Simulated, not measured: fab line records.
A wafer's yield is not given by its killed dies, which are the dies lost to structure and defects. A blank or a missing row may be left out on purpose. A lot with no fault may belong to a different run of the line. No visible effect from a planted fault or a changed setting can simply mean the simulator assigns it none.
fab line records	flow gf180mcu
[record] lots = 5	wafers = 15	lastDay = 34
route steps=602 shown V1@346
lots that met no fault: taken from a fault-free run of the same line
startH: hours from the record's opening day to when the first of the lot's shown wafers began	waitH: how many hours have passed since the lot's step before this one	" same as the row above	L1.1+2: a single row standing in for several wafers	- value missing, or start not given	* or withheld: withheld	< > ~ a bound
route shown NAME@n: NAME is a module with steps in the file, n the number in the route of the first one	usual: mean and standard deviation over wafers with no fault	same: alike in all rows	chamber/n: place in a boat	sites: per-site readings	_std_site: standard deviation of those values	_edge_site: inner sites' mean taken away from outer sites' mean	radiusMm: how far each site lies from the wafer's centre	mask NAME#n: copy n	behind: tool/chamber where the wafer was last shaped	hold: what put the lot on hold/how long, in hours/how the hold closed	device: the n, p or np transistor that did not switch	end of line: the same wafers' tests at the end of the route	where a step has no rows: the recipe by itself	killed: at the first sort, the dies lost to defects and structure; wafer yield is something else	map: a wafer's dies, x killed, . not, _ none there
set.NAME: the setting that was run; set.NAME@STEP: the one run at that earlier step	model.NAME: the simulator's own value behind a step, which no gauge read
lots at selected steps of the route; one table per step, one row per wafer
services: a tool's chamber out of use, with start hour (startH, from the record's first day; less than 0 if before it), hours out, and reason
[[steps]]
[step GF_V1_EXPOSE_11]
[recipe] maskId = Via1	targetCdNm = 260	na = 0.68	sourceShape = conventional	sigmaOuter = 0.6	doseMj = 38
[step GF_V1_PEB_12]
[recipe] pebTempC = 135	pebTimeS = 90	resist = KrF
[step GF_V1_DEVELOP_13]
[recipe] developTimeS = 60	resist = KrF	devTempC = 21
[step GF_V1_CD_MEAS_14]
[recipe] targetCdNm = 260
[usual] cdNm = 260.3/1
lot.wafer	tool	chamber	startH	waitH	cdNm
L352.1	cdSem-02	-	447.76	0.1	260.3
L352.4	"	-	"	"	260.2
L352.6	"	-	"	"	259.9
L355.2	cdSem-02	-	470.83	0.1	261.0
L355.3	"	-	"	"	259.9
L355.6	"	-	"	"	259.8
L356.1	cdSem-02	-	484.51	0.1	259.9
L356.2	"	-	"	"	259.6
L356.6	"	-	"	"	260.9
L369.2	cdSem-02	-	610.48	0.1	258.8
L369.4	"	-	"	"	258.1
L369.5	"	-	"	"	259.1
L370.2	cdSem-02	-	612.39	0.1	258.4
L370.3	"	-	"	"	259.9
L370.5	"	-	"	"	257.6
[step GF_V1_OVL_MEAS_15]
[usual] V1_OVL = -1/6.6
lot.wafer	tool	chamber	startH	waitH	V1_OVL[nm]
L352.1	overlay-01	-	447.88	0.1	8
L352.4	"	-	"	"	3
L352.6	"	-	"	"	1
L355.2	overlay-02	-	470.94	0.1	3
L355.3	"	-	"	"	-5
L355.6	"	-	"	"	-5
L356.1	overlay-01	-	484.63	0.1	-8
L356.2	"	-	"	"	1
L356.6	"	-	"	"	0
L369.2	overlay-02	-	610.59	0.1	17
L369.4	"	-	"	"	14
L369.5	"	-	"	"	9
L370.2	overlay-01	-	612.49	0.1	12
L370.3	"	-	"	"	5
L370.5	"	-	"	"	1
[step GF_V1_ETCH_16]
[recipe] chemistry = N2/H2	targetDepthA = withheld	overetchA = withheld	timeS = withheld	target = BARC	ionEnergyEv = 200	sourceW = 500	biasW = 100	pressureMtorr = 30	n2FlowSccm = 100	h2FlowSccm = 200
[step GF_V1_ETCH_17]
[recipe] chemistry = C4F8/O2/Ar	maskMaterial = KrF	target = SiO2	stopOn = TiN	sourceW = 1500	biasW = 1200	pressureMtorr = 40	c4f8FlowSccm = withheld	O2_flow_sccm = 6	Ar_flow_sccm = 300	timeS = withheld	targetDepthA = 6300
[usual] biasW = 1200/3.8	oesProductAu = 0.856/0.0046
lot.wafer	tool	chamber	startH	waitH	biasW	oesProductAu
L352.1	rieDiel-02	1	-	-	1203	0.857
L352.4	"	0	"	"	1200	0.861
L352.6	"	3	"	"	1200	0.857
L355.2	rieDiel-04	2	-	-	1199	0.855
L355.3	"	1	"	"	1201	0.849
L355.6	"	3	"	"	1203	0.865
L356.1	rieDiel-02	3	-	-	1204	0.860
L356.2	"	2	"	"	1202	0.850
L356.6	"	2	"	"	1209	0.857
L369.2	rieDiel-02	1	-	-	1202	0.853
L369.4	"	2	"	"	1206	0.859
L369.5	"	1	"	"	1199	0.857
L370.2	rieDiel-02	0	-	-	1194	0.857
L370.3	"	1	"	"	1202	0.847
L370.5	"	1	"	"	1201	0.871
[step GF_V1_STRIP_18]
[recipe] chemistry = O2/N2	powerW = 1400	pressureMtorr = 1500	platenTempC = 250	o2FlowSccm = 3000	n2FlowSccm = 300	overashFraction = 0.5
[usual] drypumpMotorCurrentA = 5.9/0.59	heaterPowerW = 342/24	n2FlowSccm = 300.0/0.95	oesProductAu = 0.593/0.0052
lot.wafer	tool	chamber	startH	waitH	drypumpMotorCurrentA	heaterPowerW	n2FlowSccm	oesProductAu	rfHoursCounterH
L352.1	plasmaAsher-02	0	448.05	-	5.2	332	299.9	0.591	35
L352.4	"	1	"	"	5.9	318	300.5	0.595	-
L352.6	"	0	"	"	5.1	334	299.6	0.600	-
L355.2	plasmaAsher-04	1	471.10	-	4.8	394	301.1	0.601	4
L355.3	"	1	"	"	4.8	375	301.2	0.592	-
L355.6	"	1	"	"	4.8	403	300.3	0.584	-
L356.1	plasmaAsher-01	1	484.80	-	6.3	372	298.7	0.600	83
L356.2	"	0	"	"	6.5	343	299.7	0.595	83
L356.6	"	1	"	"	6.3	357	298.3	0.591	-
L369.2	plasmaAsher-01	1	610.75	-	6.3	363	299.2	0.592	97
L369.4	"	0	"	"	6.5	338	300.5	0.594	-
L369.5	"	1	"	"	6.3	365	299.0	0.590	-
L370.2	plasmaAsher-02	0	612.65	-	5.1	327	300.1	0.593	53
L370.3	"	1	"	"	5.9	314	299.7	0.593	-
L370.5	"	1	"	"	5.9	315	301.5	0.600	-
[step GF_V1_STRIP_19]
[recipe] chemistry = postEtchResidueRemover	timeS = 1200	tempC = 72.5
[step GF_V1_CLEAN_20]
[recipe] chemistry = DIW	dry = n2Spin
[step GF_V1_SPUTTER_21]
[recipe] material = Ti	targetThkNm = 15	chamberPressurePa = 5	powerW = 2500	substrateTempC = 200	timeS = 80.02
[usual] throttleValvePct = 29.7/1.3
lot.wafer	tool	chamber	startH	waitH	throttleValvePct
L352.1	pvdSputter-02	-	448.58	0.0	28.6
L352.4	"	-	"	"	27.8
L352.6	"	-	"	"	29.5
L355.2	pvdSputter-04	-	471.66	0.0	30.0
L355.3	"	-	"	"	30.8
L355.6	"	-	"	"	28.8
L356.1	pvdSputter-02	-	485.36	0.0	28.7
L356.2	"	-	"	"	30.2
L356.6	"	-	"	"	28.7
L369.2	pvdSputter-02	-	611.30	0.0	27.6
L369.4	"	-	"	"	29.3
L369.5	"	-	"	"	27.3
L370.2	pvdSputter-04	-	613.22	0.0	30.7
L370.3	"	-	"	"	32.0
L370.5	"	-	"	"	30.2
[step GF_V1_SPUTTER_22]
[recipe] material = TiN	targetThkNm = 10	chamberPressurePa = 5	powerW = 4000	timeS = 40
[usual] throttleValvePct = 29.7/1.3
lot.wafer	tool	chamber	startH	waitH	throttleValvePct
L352.1	pvdSputter-02	-	448.64	0.0	29.0
L352.4	"	-	"	"	27.4
L352.6	"	-	"	"	29.6
L355.2	pvdSputter-04	-	471.72	0.0	30.1
L355.3	"	-	"	"	30.7
L355.6	"	-	"	"	29.1
L356.1	pvdSputter-02	-	485.43	0.0	28.7
L356.2	"	-	"	"	29.9
L356.6	"	-	"	"	28.9
L369.2	pvdSputter-02	-	611.36	0.0	27.8
L369.4	"	-	"	"	29.3
L369.5	"	-	"	"	27.7
L370.2	pvdSputter-04	-	613.28	0.0	30.8
L370.3	"	-	"	"	31.9
L370.5	"	-	"	"	30.0
[step GF_V1_CVD_23]
[recipe] material = W	targetThkNm = 350	timeS = 105.05	tempC = 400	pressureTorr = 40
[usual] chamberPressureTorr = 40.01/0.084	heaterPowerW = 911/73
lot.wafer	tool	chamber	startH	waitH	chamberPressureTorr	heaterPowerW	model.W_of_V1_CVD_23.thkNm
L352.1	cvdW-02	0	448.68	0.0	40.14	983	348.1
L352.4	"	0	"	"	40.08	970	345
L352.6	"	0	"	"	39.94	980	348.6
L355.2	cvdW-01	0	471.76	0.0	40.00	971	344.3
L355.3	"	1	"	"	40.06	829	343.6
L355.6	"	1	"	"	40.02	835	344.1
L356.1	cvdW-02	1	485.47	0.0	40.06	843	319.7
L356.2	"	0	"	"	40.00	976	323.6
L356.6	"	1	"	"	40.01	835	338.6
L369.2	cvdW-01	1	611.40	0.0	40.07	841	343
L369.4	"	1	"	"	40.07	834	338.4
L369.5	"	1	"	"	40.03	818	340
L370.2	cvdW-02	0	613.32	0.0	40.04	1015	347.8
L370.3	"	0	"	"	39.89	985	343.3
L370.5	"	0	"	"	40.01	987	346
[step GF_V1_RS_MEAS_24]
[recipe] thkMeasGauge = four-point-probe	reads = W_of_V1_CVD_23+TiN_of_V1_SPUTTER_22+Ti_of_V1_SPUTTER_21
[usual] V1_W_RS = 0.332/0.0038
lot.wafer	tool	chamber	startH	waitH	V1_W_RS[ohm/sq]
L352.1	filmMetro-01	-	448.91	0.2	0.329
L352.4	"	-	"	"	0.332
L352.6	"	-	"	"	0.329
L355.2	filmMetro-03	-	471.90	0.1	0.333
L355.3	"	-	"	"	0.334
L355.6	"	-	"	"	0.333
L356.1	filmMetro-02	-	485.58	0.1	0.358
L356.2	"	-	"	"	0.354
L356.6	"	-	"	"	0.339
L369.2	filmMetro-01	-	611.53	0.1	0.334
L369.4	"	-	"	"	0.338
L369.5	"	-	"	"	0.336
L370.2	filmMetro-01	-	613.50	0.1	0.330
L370.3	"	-	"	"	0.334
L370.5	"	-	"	"	0.331
[step GF_V1_THK_MEAS_25]
[recipe] thkMeasGauge = xrf	reads = W_of_V1_CVD_23
[usual] V1_W_THK = 350/5.3
lot.wafer	tool	chamber	startH	waitH	V1_W_THK[nm]
L352.1	filmMetro-01	-	449.03	0.1	351
L352.4	"	-	"	"	348
L352.6	"	-	"	"	354
L355.2	filmMetro-03	-	472.01	0.1	354
L355.3	"	-	"	"	350
L355.6	"	-	"	"	352
L356.1	filmMetro-02	-	485.70	0.1	323
L356.2	"	-	"	"	328
L356.6	"	-	"	"	343
L369.2	filmMetro-01	-	611.64	0.1	343
L369.4	"	-	"	"	339
L369.5	"	-	"	"	339
L370.2	filmMetro-01	-	613.61	0.1	347
L370.3	"	-	"	"	342
L370.5	"	-	"	"	346
[step GF_V1_CMP_26]
[recipe] stopOn = SiO2	downForcePsi = 3.5	platenRpm = 60	tOverpolishS = 15	targetThkNm = 0	padVelocityMS = 0.94248
[usual] motorCurrentA = 10.7/1.5
lot.wafer	tool	chamber	startH	waitH	motorCurrentA
L352.4	cmp-02	3	449.09	0.0	10.2
L352.1	"	2	"	"	11.8
L352.6	"	0	"	"	11.5
L355.2	cmp-01	1	472.16	0.1	10.7
L355.3	"	2	"	"	11.9
L355.6	"	0	"	"	8.9
L356.1	cmp-01	3	485.76	0.1	8.9
L356.2	"	2	"	"	11.8
L356.6	"	0	"	"	8.4
L369.4	cmp-02	2	611.69	0.0	11.6
L369.2	"	0	"	"	11.3
L369.5	"	2	"	"	11.8
L370.2	cmp-01	3	613.95	0.3	9.0
L370.3	"	1	"	"	10.8
L370.5	"	3	"	"	8.6
[[services]]
tool	chamber	startH	hours	kind
cmp-01	-	429.59	0.6	repair
cmp-01	-	433.08	6.9	pm
cmp-01	-	439.94	12.1	pm
cvdW-02	1	441.48	8.4	repair
cvdW-02	-	464.90	0.3	repair
pvdSputter-02	-	472.22	7.4	repair
pvdSputter-04	-	480.97	4.6	repair
rieDiel-02	2	492.68	2.6	repair
cmp-01	-	495.25	1.0	repair
cmp-01	-	495.82	0.3	repair
cmp-02	-	504.98	15.0	pm
cmp-02	-	531.89	4.4	pm
plasmaAsher-02	-	535.89	0.6	repair
cmp-02	-	550.84	12.0	repair
pvdSputter-02	-	552.20	2.9	repair
cvdW-02	0	554.31	1.5	repair
plasmaAsher-01	-	557.42	4.3	pm
cvdW-02	-	559.61	0.3	repair
pvdSputter-04	-	566.35	1.3	repair
rieDiel-02	-	567.06	2.8	pm
cmp-02	-	572.00	4.0	pm
cvdW-02	1	574.76	2.7	repair
pvdSputter-04	-	582.99	1.4	repair
pvdSputter-04	-	609.94	1.9	repair
[[key]]
[firstSign] step = GF_V1_RS_MEAS_24	reading = V1_W_RS	direction = up	sigmas = 6.3	usual = 0.332	struck = 0.356
[effect] step = GF_V1_THK_MEAS_25	reading = V1_W_THK	direction = down	sigmas = 4.5	usual = 350	struck = 326
[modelEffect] step = GF_V1_CVD_23	value = W_of_V1_CVD_23.thkNm	without = 342.8	struck = 321.6
metAt GF_V1_CVD_23
struckWafers L356.1,L356.2
onsetBetween 448.68 485.47
[fault] kind = processParameterDrift	tool = cvdW-02	chamber = -	onsetH = 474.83	steps = GF_V1_CVD_23	channel = targetThkNm	offset = -21.299	shape = step	endH = 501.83	scope = struckWafersOnly	actsIn = theseRecipesOnly	stated = 350
